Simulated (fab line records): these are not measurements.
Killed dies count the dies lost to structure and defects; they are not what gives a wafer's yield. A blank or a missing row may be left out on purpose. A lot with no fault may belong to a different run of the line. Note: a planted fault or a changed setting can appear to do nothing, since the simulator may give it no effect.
Which tool is to blame? + flow gf180mcu + Sampling: 6 lots, 18 wafers, 3 of 602 route steps

WHAT THE GAUGES READ, wafer by wafer
GF_VT_IMPLANT_TW_MEAS_21.
| lot  | measured     | on            | VT_IMPLANT_2_TW |
|------|--------------|---------------|-----------------|
| L675 | day 7 09:20  | film-metro-02 | 1219 1219 1218  |
| L677 | day 7 19:16  | film-metro-03 | 1202 1201 1205  |
| L679 | day 8 12:39  | film-metro-01 | 1201 1204 1201  |
| L685 | day 9 22:38  | film-metro-03 | 1134 1136 1143  |
| L688 | day 10 18:20 | film-metro-03 | 1200 1201 1204  |
| L691 | day 11 15:05 | film-metro-01 | 1207 1200 1199  |

EACH LOT AND THE TOOL THAT RAN IT (in order: tool; ch and the chambers of the sampled wafers; start)
| lot  | GF_STI_STRIP_15                     | GF_VT_IMPLANT_IMPLANT_19        |
|------|-------------------------------------|---------------------------------|
| L675 | plasma-asher-01 ch 0,1, day 2 23:33 | implanter-04 ch 0, day 7 09:05  |
| L677 | plasma-asher-02 ch 0,1, day 3 07:43 | implanter-02 ch 0, day 7 19:01  |
| L679 | plasma-asher-01 ch 0,1, day 3 18:54 | implanter-04 ch 0, day 8 12:26  |
| L685 | plasma-asher-01 ch 0,1, day 5 00:55 | implanter-04 ch 0, day 9 22:24  |
| L688 | plasma-asher-02 ch 0, day 5 17:07   | implanter-01 ch 0, day 10 18:06 |
| L691 | plasma-asher-01 ch 0,1, day 6 10:46 | implanter-02 ch 0, day 11 14:50 |
- GF_STI_STRIP_15: strips in O2/N2.
- GF_VT_IMPLANT_IMPLANT_19

THE ANSWER, worked out from the rows above alone
Rule: what is usual is taken from the lots themselves. Put in order of their means at a reading, lots are off if they are a third of the lots or fewer, leave a main group of 4 or more, and stand apart from it by a gap of 3 or more times the standard deviation of the main group's means; of several such gaps the widest counts. A main group is skipped when, at the precision printed for the reading in the tables above, its means are all equal. A lot without any number at a reading at which 4 lots or more have one is off too. All remaining lots with rows at the step are treated as sound.
Off: L685, seen at GF_VT_IMPLANT_TW_MEAS_21 (VT_IMPLANT_2_TW). The main group has a mean of 1205 with a standard deviation of 6.6.
A tool fits if, at a process step before that reading, it ran every lot that is off, and no sound lot after the first of them. Gauges at GF_VT_IMPLANT_TW_MEAS_21: tried the same way as those tools. One fits: implanter-04 at GF_VT_IMPLANT_IMPLANT_19. A fault onset in the window from L679 (day 8 12:26, its last sound lot) to L685 (day 9 22:24, its first lot off) fits.

WHAT HAD BEEN PUT IN BY THE SIMULATOR
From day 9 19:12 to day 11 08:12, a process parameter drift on implanter-04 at GF_VT_IMPLANT_IMPLANT_19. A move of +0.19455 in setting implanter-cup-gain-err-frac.
Shown lots that were struck: L685. The rule above reached the same finding.
